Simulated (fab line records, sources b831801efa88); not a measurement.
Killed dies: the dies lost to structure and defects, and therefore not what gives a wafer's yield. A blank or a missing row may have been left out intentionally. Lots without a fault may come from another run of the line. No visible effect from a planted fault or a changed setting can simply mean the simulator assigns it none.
Code-filled problem report in 8D (eight disciplines) form / flow gf180mcu / the parts of the form that need people (team, actions taken, sign-off) are left out

1. WHAT IS WRONG
Wafers with no fault read 132.8 s with a standard deviation of 0.4, whereas run-length-s at GF_M4_METAL_ETCH_16 reads a mean of 141.5 s on 1 wafer of 1 lot. That puts it +22 standard deviations away from the usual mean.
The step: etches the open film in Cl2/BCl3, stops on SiO2, target depth 627.5 nm, time 104.6 s.
First observed at day 25 12:42: wafer L293.5, on rie-metal-01. The record has a number at this step for 33 wafers belonging to 11 lots. Rule for "out", or "out of limits": more than 4 standard deviations from the usual mean. Any other wafer with a number is counted as sound.

2. WHAT IT IS, WHAT IT ISN'T
question=which readings at this step | is=run-length-s, oes-product-au, throttle-valve-pct | is not=drypump-motor-current-A
question=which lots | is=L293 | is not=L287, L288, L289, L303, L305, L306, L307, L308, L309, L310
question=which wafers of those lots | is=L293.5 | is not=L293.1, L293.6
question=read on which tools | is=rie-metal-01 | is not=rie-metal-03, rie-metal-04
question=when | is=from day 25 12:42 | is not=up to then (11 sound wafers); but 21 sound wafers of L303, L305, L306, L307, L308, L309, L310 came after

3. SUSPECTS, AND WHAT RULES EACH OUT
Counting: a tool at a process step up to the reading stays a suspect if it ran every lot that is out. Sound lots after the first of them don't rule it out here, since some wafers of a struck lot are sound.
- pvd-sputter-02 at GF_V3_SPUTTER_22 (material TiN, target thk 10 nm, time 40 s): kept. The lot that is out, L293, ran on it at day 24 12:55; the last sound lot it ran before that was L289, at day 22 22:11.
- pvd-sputter-04 at GF_M4_SPUTTER_02 (material AlCu, target thk 450 nm, time 23.9 s): kept. The lot that is out, L293, ran on it at day 24 13:41; the last sound lot it ran before that was L288, at day 22 06:29.
- rie-metal-01 at GF_M4_METAL_ETCH_16 (etches the open film in Cl2/BCl3, stops on SiO2, target depth 627.5 nm, time 104.6 s): kept. The lot that is out, L293, ran on it at day 25 12:42; the last sound lot it ran before that was L289, at day 23 22:24. On those wafers its own readings are out: oes-product-au, run-length-s, throttle-valve-pct.
- Within rie-metal-01 at GF_M4_METAL_ETCH_16, the wafers that are out were processed in chamber 0 and their sound lot-mates in chamber 1.
Left after counting: pvd-sputter-02 at GF_V3_SPUTTER_22, pvd-sputter-04 at GF_M4_SPUTTER_02, rie-metal-01 at GF_M4_METAL_ETCH_16.

4. THE CAUSE (what the simulator had put in)
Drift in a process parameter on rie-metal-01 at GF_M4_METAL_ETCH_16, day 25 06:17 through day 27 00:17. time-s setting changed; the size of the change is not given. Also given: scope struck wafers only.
After counting, 3 suspects remain, this tool included.

5. THE CHAIN OF EFFECTS, in route order
Rows list readings where the struck wafers' mean (over those with a number) sits beyond 3 standard deviations from the usual. Scope: only readings with a usual standard deviation given in the record; hours: median across lots of the time from each lot's start at the first step in this table that gives one to its start at this step; sigmas: change in usual standard deviations.
hours=0; step=GF_M4_METAL_ETCH_16; reading=oes-product-au; usual=0.972 a.u.; on struck wafers=0.920; change=-0.052; sigmas=-9.3
hours=0; step=GF_M4_METAL_ETCH_16; reading=run-length-s; usual=132.8 s; on struck wafers=141.5; change=+8.7; sigmas=+22
hours=0; step=GF_M4_METAL_ETCH_16; reading=throttle-valve-pct; usual=28.250 %; on struck wafers=28.311; change=+0.061; sigmas=+6.1
hours=0; step=GF_M4_STRIP_17; reading=strip-time-to-endpoint-s; usual=7.88 s; on struck wafers=7.62; change=-0.26; sigmas=-7.4
It contains these process steps:
- GF_M4_METAL_ETCH_16: etches the open film in Cl2/BCl3, stops on SiO2, target depth 627.5 nm, time 104.6 s.
- GF_M4_STRIP_17: strips in O2/N2.
At these later measuring or inspecting steps, every struck wafer for which the step has a row has a number for every such reading, and none has moved that far: GF_V4_BOW_MEAS_05.

6. HOW IT WOULD HAVE BEEN CAUGHT EARLIER
First out-of-limits reading in this record: day 25 12:42, which is 6 hours after fault onset at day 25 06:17.
